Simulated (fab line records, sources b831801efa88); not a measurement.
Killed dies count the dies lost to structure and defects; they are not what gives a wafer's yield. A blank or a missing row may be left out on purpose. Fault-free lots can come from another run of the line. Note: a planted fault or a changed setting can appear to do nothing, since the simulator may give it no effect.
fab line records	flow sky130
record: lots: 12	wafers: 36	last_day: 51
route steps=708 shown FIELD_ISO@1 NWELL@63 PAD_OPEN@708
lots that met no fault: from a run of the same line without faults
start_h: the number of hours between the record's first day and the start of the first shown wafer of the lot	wait_h: hours from the lot's prior step to this one	" same as the row above	L1.1+2: one row covering several wafers at once	- no value, or no start given	* or withheld: withheld	< > ~ a bound
route shown NAME@n: a module of which the file shows steps, and the number in the route of the first	usual: mean and standard deviation over wafers with no fault	same: alike in all rows	chamber/n: place in a boat	sites: the reading at each site	_std_site: standard deviation of those values	_edge_site: inner sites' mean taken away from outer sites' mean	radius_mm: for every site, how far away it sits from the centre of the wafer	mask NAME#n: copy n	behind: the tool/chamber that last shaped the wafer	hold: what put the lot on hold/how long, in hours/how the hold closed	device: whichever transistor did not switch (one of n, p or np)	end of line: the route-end tests of the same wafers	a step given without rows: its recipe and nothing more	killed: dies lost to structure and defects at the first sort, not the wafer's yield	map: dies across one wafer; x = killed, . = not, _ = none there
set.NAME: the run value of the setting; set.NAME@STEP: its run value at that earlier step	model.NAME: the simulator's own value behind a step, which no gauge read
the route's steps for a sample of lots (tables are steps, rows are wafers)
services: when a tool's chamber went out of use (start_h, in hours from the record's first day, below 0 if earlier), for how many hours, and the reason
== steps ==
step: SKY_FIELD_ISO_BOW_MEAS_00
recipe: mode: bow
usual: INCOMING_BOW: 0/6.4
lot.wafer	tool	chamber	start_h	wait_h	INCOMING_BOW[um]
L260.2	film_metro-02	-	10.02	-	1
L260.3	"	-	"	"	2
L260.4	"	-	"	"	1
L261.3	film_metro-02	-	15.04	-	-4
L261.4	"	-	"	"	-1
L261.6	"	-	"	"	1
L264.1	film_metro-04	-	30.00	-	8
L264.4	"	-	"	"	-3
L264.5	"	-	"	"	-3
L266.3	film_metro-04	-	40.04	-	-4
L266.4	"	-	"	"	-5
L266.6	"	-	"	"	5
L270.2	film_metro-03	-	60.02	-	-1
L270.3	"	-	"	"	-11
L270.4	"	-	"	"	-6
L271.2	film_metro-03	-	65.02	-	4
L271.3	"	-	"	"	-10
L271.5	"	-	"	"	-1
L272.4	film_metro-02	-	70.06	-	-4
L272.5	"	-	"	"	-3
L272.6	"	-	"	"	10
L274.1	film_metro-03	-	80.00	-	4
L274.3	"	-	"	"	9
L274.4	"	-	"	"	-7
L279.1	film_metro-02	-	105.00	-	1
L279.5	"	-	"	"	-2
L279.6	"	-	"	"	-3
L280.2	film_metro-02	-	110.02	-	2
L280.4	"	-	"	"	-7
L280.5	"	-	"	"	-2
L282.1	film_metro-02	-	120.00	-	2
L282.2	"	-	"	"	7
L282.5	"	-	"	"	0
L283.1	film_metro-02	-	125.00	-	-8
L283.2	"	-	"	"	8
L283.4	"	-	"	"	5
step: SKY_FIELD_ISO_ETCH_14
recipe: chemistry: N2/H2	target: BARC	ion_energy_ev: 200	source_w: 500	bias_w: 100	pressure_mtorr: 30	n2_flow_sccm: 100	h2_flow_sccm: 200	stop_on: SiO2	time_s: 45.9	target_depth_a: 600
usual: drypump_motor_current_A: 5.7/0.33	oes_product_au: 0.855/0.0044	throttle_valve_pct: 13.225/0.0086
lot.wafer	tool	chamber	start_h	wait_h	drypump_motor_current_A	oes_product_au	rf_hours_counter_h	throttle_valve_pct
L260.2	rie_diel-01	1	28.84	0.1	6.1	0.851	150	13.223
L260.3	"	3	"	"	5.3	0.855	34	13.224
L260.4	"	0	"	"	5.9	0.852	153	13.226
L261.3	rie_diel-03	2	36.64	0.1	5.6	0.857	2	13.222
L261.4	"	0	"	"	6.1	0.858	57	13.230
L261.6	"	1	"	"	6.4	0.861	-	13.214
L264.1	rie_diel-04	3	55.88	0.1	5.5	0.860	81	13.228
L264.4	"	2	"	"	5.5	0.849	109	13.218
L264.5	"	2	"	"	5.4	0.850	-	13.229
L266.3	rie_diel-04	0	62.31	0.1	5.4	0.866	149	13.240
L266.4	"	2	"	"	5.4	0.848	109	13.233
L266.6	"	2	"	"	5.5	0.851	-	13.218
L270.2	rie_diel-04	3	81.98	0.1	5.5	0.853	81	13.231
L270.3	"	2	"	"	5.5	0.850	110	13.208
L270.4	"	2	"	"	5.5	0.852	-	13.218
L271.2	rie_diel-04	3	87.61	0.1	5.5	0.845	81	13.221
L271.3	"	2	"	"	5.5	0.857	110	13.228
L271.5	"	2	"	"	5.4	0.856	-	13.228
L272.4	rie_diel-03	0	94.94	0.0	6.1	0.856	58	13.219
L272.5	"	0	"	"	6.1	0.851	-	13.220
L272.6	"	1	"	"	6.4	0.850	-	13.223
L274.1	rie_diel-04	0	104.08	0.1	5.5	0.849	150	13.203
L274.3	"	3	"	"	5.5	0.848	82	13.223
L274.4	"	1	"	"	5.9	0.854	4	13.225
L279.1	rie_diel-03	3	129.73	0.1	5.4	0.849	82	13.212
L279.5	"	1	"	"	6.4	0.855	-	13.226
L279.6	"	0	"	"	6.1	0.857	-	13.231
L280.2	rie_diel-01	2	135.19	0.1	6.2	0.851	0	13.211
L280.4	"	0	"	"	5.9	0.858	156	13.218
L280.5	"	1	"	"	6.0	0.848	-	13.218
L282.1	rie_diel-01	3	143.93	0.1	5.3	0.857	37	13.213
L282.2	"	0	"	"	5.9	0.856	156	13.224
L282.5	"	3	"	"	5.3	0.856	-	13.224
L283.1	rie_diel-03	1	149.76	0.1	6.4	0.858	93	13.219
L283.2	"	0	"	"	6.1	0.856	59	13.208
L283.4	"	2	"	"	5.6	0.855	4	13.221
step: SKY_FIELD_ISO_ETCH_15
recipe: chemistry: CHF3/O2	target_depth_nm: 180	stop_on: Si	source_w: 600	bias_w: 200	pressure_mtorr: 40	chf3_flow_sccm: 50	O2_flow_sccm: 5	time_s: 72
usual: drypump_motor_current_A: 5.7/0.33	oes_product_au: 0.949/0.0059	throttle_valve_pct: 8.844/0.0095
lot.wafer	tool	chamber	start_h	wait_h	drypump_motor_current_A	oes_product_au	rf_hours_counter_h	throttle_valve_pct
L260.2	rie_diel-01	1	28.89	0.0	6.1	0.943	150	8.847
L260.3	"	3	"	"	5.3	0.945	34	8.841
L260.4	"	0	"	"	5.9	0.944	153	8.839
L261.3	rie_diel-03	2	36.69	0.0	5.6	0.949	2	8.859
L261.4	"	0	"	"	6.1	0.952	57	8.852
L261.6	"	1	"	"	6.3	0.948	-	8.861
L264.1	rie_diel-04	3	55.92	0.0	5.5	0.947	81	8.831
L264.4	"	2	"	"	5.4	0.951	109	8.851
L264.5	"	2	"	"	5.4	0.951	-	8.856
L266.3	rie_diel-04	0	62.35	0.0	5.4	0.947	149	8.852
L266.4	"	2	"	"	5.4	0.946	110	8.856
L266.6	"	2	"	"	5.5	0.938	-	8.836
L270.2	rie_diel-04	3	82.02	0.0	5.5	0.942	81	8.825
L270.3	"	2	"	"	5.4	0.943	110	8.822
L270.4	"	2	"	"	5.5	0.948	-	8.844
L271.2	rie_diel-04	3	87.65	0.0	5.4	0.959	81	8.843
L271.3	"	2	"	"	5.4	0.955	110	8.838
L271.5	"	2	"	"	5.4	0.954	-	8.853
L272.4	rie_diel-03	0	94.99	0.0	6.1	0.950	58	8.838
L272.5	"	0	"	"	6.1	0.945	-	8.861
L272.6	"	1	"	"	6.4	0.959	-	8.839
L274.1	rie_diel-04	0	104.12	0.0	5.5	0.953	150	8.857
L274.3	"	3	"	"	5.5	0.942	82	8.846
L274.4	"	1	"	"	5.9	0.947	4	8.843
L279.1	rie_diel-03	3	129.77	0.0	5.4	0.960	82	8.851
L279.5	"	1	"	"	6.4	0.944	-	8.856
L279.6	"	0	"	"	6.0	0.955	-	8.842
L280.2	rie_diel-01	2	135.24	0.0	6.2	0.949	0	8.843
L280.4	"	0	"	"	5.9	0.948	156	8.859
L280.5	"	1	"	"	6.1	0.953	-	8.861
L282.1	rie_diel-01	3	143.97	0.0	5.3	0.955	37	8.847
L282.2	"	0	"	"	5.9	0.960	156	8.841
L282.5	"	3	"	"	5.3	0.959	-	8.838
L283.1	rie_diel-03	1	149.80	0.0	6.4	0.945	93	8.838
L283.2	"	0	"	"	6.1	0.956	59	8.843
L283.4	"	2	"	"	5.6	0.951	4	8.860
step: SKY_FIELD_ISO_STRIP_16
recipe: chemistry: O2/N2	power_w: 1400	pressure_mtorr: 1500	platen_temp_c: withheld	o2_flow_sccm: 3000	n2_flow_sccm: 300	overash_fraction: 0.5
usual: drypump_motor_current_A: 5.8/0.55	o2_flow_sccm: 3001/8.7	oes_product_au: 0.378/0.0046	strip_time_to_endpoint_s: 3.54/0.035
lot.wafer	tool	chamber	start_h	wait_h	drypump_motor_current_A	o2_flow_sccm	oes_product_au	rf_hours_counter_h	strip_time_to_endpoint_s
L260.2	plasma_asher-01	1	28.94	0.0	5.6	3018	0.372	33	3.52
L260.3	"	0	"	"	5.1	3014	0.371	-	3.48
L260.4	"	1	"	"	5.6	2997	0.375	-	3.54
L261.3	plasma_asher-01	0	36.78	0.1	5.2	3004	0.379	-	3.63
L261.4	"	1	"	"	5.6	2980	0.377	-	3.57
L261.6	"	0	"	"	5.1	3014	0.385	-	3.57
L264.1	plasma_asher-03	1	55.98	0.0	6.8	3002	0.374	24	3.51
L264.4	"	0	"	"	5.9	2987	0.377	-	3.53
L264.5	"	0	"	"	5.9	3010	0.373	-	3.56
L266.3	plasma_asher-02	1	62.44	0.1	5.9	3025	0.383	-	3.53
L266.4	"	0	"	"	5.5	3006	0.380	-	3.58
L266.6	"	1	"	"	5.9	3008	0.382	-	3.58
L270.2	plasma_asher-01	0	82.08	0.0	5.1	3006	0.373	38	3.32
L270.3	"	1	"	"	5.6	2999	0.374	-	3.41
L270.4	"	0	"	"	5.1	3009	0.371	-	3.41
L271.2	plasma_asher-03	1	87.71	0.0	6.8	2995	0.372	27	3.28
L271.3	"	0	"	"	5.9	3000	0.372	-	3.34
L271.5	"	0	"	"	5.9	3004	0.377	-	3.51
L272.4	plasma_asher-03	0	95.08	0.1	5.9	3000	0.373	-	3.59
L272.5	"	1	"	"	6.8	3001	0.377	-	3.58
L272.6	"	0	"	"	5.9	2998	0.380	-	3.61
L274.1	plasma_asher-03	1	104.18	0.0	6.8	3000	0.368	29	3.51
L274.3	"	1	"	"	6.8	2992	0.377	-	3.36
L274.4	"	0	"	"	5.9	2999	0.363	-	3.36
L279.1	plasma_asher-01	1	129.83	0.0	5.6	2994	0.376	1	3.52
L279.5	"	0	"	"	5.1	3014	0.376	-	3.56
L279.6	"	1	"	"	5.6	2997	0.375	-	3.49
L280.2	plasma_asher-01	1	135.29	0.0	5.6	3003	0.382	2	3.60
L280.4	"	0	"	"	5.1	3015	0.365	-	3.53
L280.5	"	0	"	"	5.1	3008	0.376	-	3.55
L282.1	plasma_asher-03	1	144.03	0.0	6.8	3012	0.373	33	3.51
L282.2	"	0	"	"	5.9	2995	0.376	33	3.52
L282.5	"	1	"	"	6.8	3004	0.377	-	3.49
L283.1	plasma_asher-01	1	149.86	0.0	5.6	2993	0.371	3	3.55
L283.2	"	0	"	"	5.1	2999	0.387	3	3.54
L283.4	"	1	"	"	5.6	3005	0.372	-	3.54
step: SKY_NWELL_OVL_MEAS_10
usual: NWELL_00_OVL: -0.5/1.4
lot.wafer	tool	chamber	start_h	wait_h	NWELL_00_OVL[nm]
L260.2	overlay-02	-	98.34	-	0.1
L260.3	"	-	"	"	0.1
L260.4	"	-	"	"	1.3
L261.3	overlay-02	-	101.70	-	-0.9
L261.4	"	-	"	"	0.2
L261.6	"	-	"	"	-1.4
L264.1	overlay-02	-	116.34	-	-1.6
L264.4	"	-	"	"	-0.3
L264.5	"	-	"	"	-2.1
L266.3	overlay-02	-	124.37	-	0.3
L266.4	"	-	"	"	-0.6
L266.6	"	-	"	"	0.2
L270.2	overlay-01	-	150.11	-	0.9
L270.3	"	-	"	"	-0.3
L270.4	"	-	"	"	2.1
L271.2	overlay-02	-	157.98	-	-0.1
L271.3	"	-	"	"	0.2
L271.5	"	-	"	"	-0.9
L272.4	overlay-02	-	165.45	-	-0.9
L272.5	"	-	"	"	-0.1
L272.6	"	-	"	"	0.5
L274.1	overlay-02	-	173.84	-	-1.8
L274.3	"	-	"	"	-2.9
L274.4	"	-	"	"	-1.7
L279.1	overlay-02	-	203.96	-	-3.3
L279.5	"	-	"	"	-4.3
L279.6	"	-	"	"	-2.4
L280.2	overlay-01	-	206.26	-	-0.7
L280.4	"	-	"	"	1.3
L280.5	"	-	"	"	-1.7
L282.1	overlay-02	-	216.72	-	3.4
L282.2	"	-	"	"	0.6
L282.5	"	-	"	"	1.7
L283.1	overlay-01	-	224.76	-	1.3
L283.2	"	-	"	"	-0.5
L283.4	"	-	"	"	-2.1
step: SKY_PAD_OPEN_PROBE_99
usual: killed_at_M0_to_M3: 43/6.4	killed_at_M4_up: 3.2/1.8	killed_at_contacts: 25/5.5	killed_at_front_end: 16/5.2	killed_at_other: 0.3/0.49	killed_dies: 88/10	killed_open: 48/7	killed_short: 40/7.1
same: gross_dies: 492	killed_at_back_side: 0
lot.wafer	tool	chamber	start_h	wait_h	killed_at_M0_to_M3	killed_at_M4_up	killed_at_contacts	killed_at_front_end	killed_at_other	killed_dies	killed_open	killed_short
L264.1	prober-01	-	1119.40	0.1	33	4	28	14	1	80	42	38
L264.4	prober-01	-	1119.55	0.2	40	2	22	15	0	79	40	39
L264.5	prober-01	-	1119.60	0.2	44	2	31	19	0	96	53	43
killed by level:class
L264.1 CONTACT:geometric_particle:open=11 VIA1:geometric_particle:open=9 POLY_GATE:geometric_particle:short=6 VIA3:geometric_particle:open=6 LI_CONTACT:geometric_particle:open=5 METAL2:geometric_particle:short=5 LI_CONTACT:geometric_particle:short=4 CONTACT:geometric_particle:short=4
L264.4 VIA1:geometric_particle:open=11 CONTACT:geometric_particle:open=11 METAL1:geometric_particle:short=6 POLY_GATE:geometric_particle:short=5 VIA2:geometric_particle:open=5 METAL2:geometric_particle:short=5 LOCAL_INTERCONNECT:geometric_particle:short=4 CONTACT:geometric_particle:short=4
L264.5 VIA1:geometric_particle:open=10 LI_CONTACT:geometric_particle:open=9 CONTACT:geometric_particle:open=8 METAL1:geometric_particle:short=7 FIELD_ISO:geometric_particle:open=6 VIA1:geometric_particle:short=6 VIA3:geometric_particle:open=6 LI_CONTACT:geometric_particle:short=4
== services ==
tool	chamber	start_h	hours	kind
rie_diel-04	2	20.61	5.2	repair
rie_diel-03	3	22.70	11.5	repair
plasma_asher-03	-	28.11	1.3	repair
rie_diel-01	1	31.16	14.8	repair
rie_diel-01	-	67.53	2.8	pm
plasma_asher-03	-	70.67	3.5	repair
rie_diel-04	1	76.03	6.9	repair
rie_diel-01	3	80.39	1.3	repair
rie_diel-04	1	83.05	5.0	repair
rie_diel-01	2	99.91	-	clean
rie_diel-01	2	99.91	20.9	scheduled_down
rie_diel-01	2	99.91	20.9	vent_cycle
plasma_asher-01	-	108.75	9.0	pm
plasma_asher-01	0	108.75	9.0	vent_cycle
plasma_asher-01	1	108.75	9.0	vent_cycle
rie_diel-01	-	110.01	0.5	repair
plasma_asher-01	0	117.75	-	clean
plasma_asher-01	1	117.75	-	clean
rie_diel-03	3	122.48	6.1	repair
== key ==
first_sign: step: SKY_FIELD_ISO_STRIP_16	reading: strip_time_to_endpoint_s	direction: down	sigmas: 5.4	usual: *	struck: *
effect none on later readings
met_at SKY_FIELD_ISO_ETCH_14
struck_lots L270,L271,L274
struck_wafers L270.2,L270.3,L270.4,L271.2,L271.3,L274.3,L274.4
tester_left_out L270,L271,L274
not_acting_at SKY_FIELD_ISO_BOW_MEAS_00,SKY_FIELD_ISO_ETCH_15,SKY_NWELL_OVL_MEAS_10
onset_between 62.31 81.98
fault: kind: process_parameter_drift	tool: rie_diel-04	chamber: -	onset_h: 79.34	steps: SKY_FIELD_ISO_ETCH_14	channel: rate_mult	offset: 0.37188	shape: step	end_h: 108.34	scope: struck_wafers_only
tester_left_out: of these lots the tester's yield and bins aren't shown, on N5 and GAA mostly nor the transistor test; their killed dies are dies lost to structure and defects alone, not to doping, threshold or leakage, so they don't give the yield
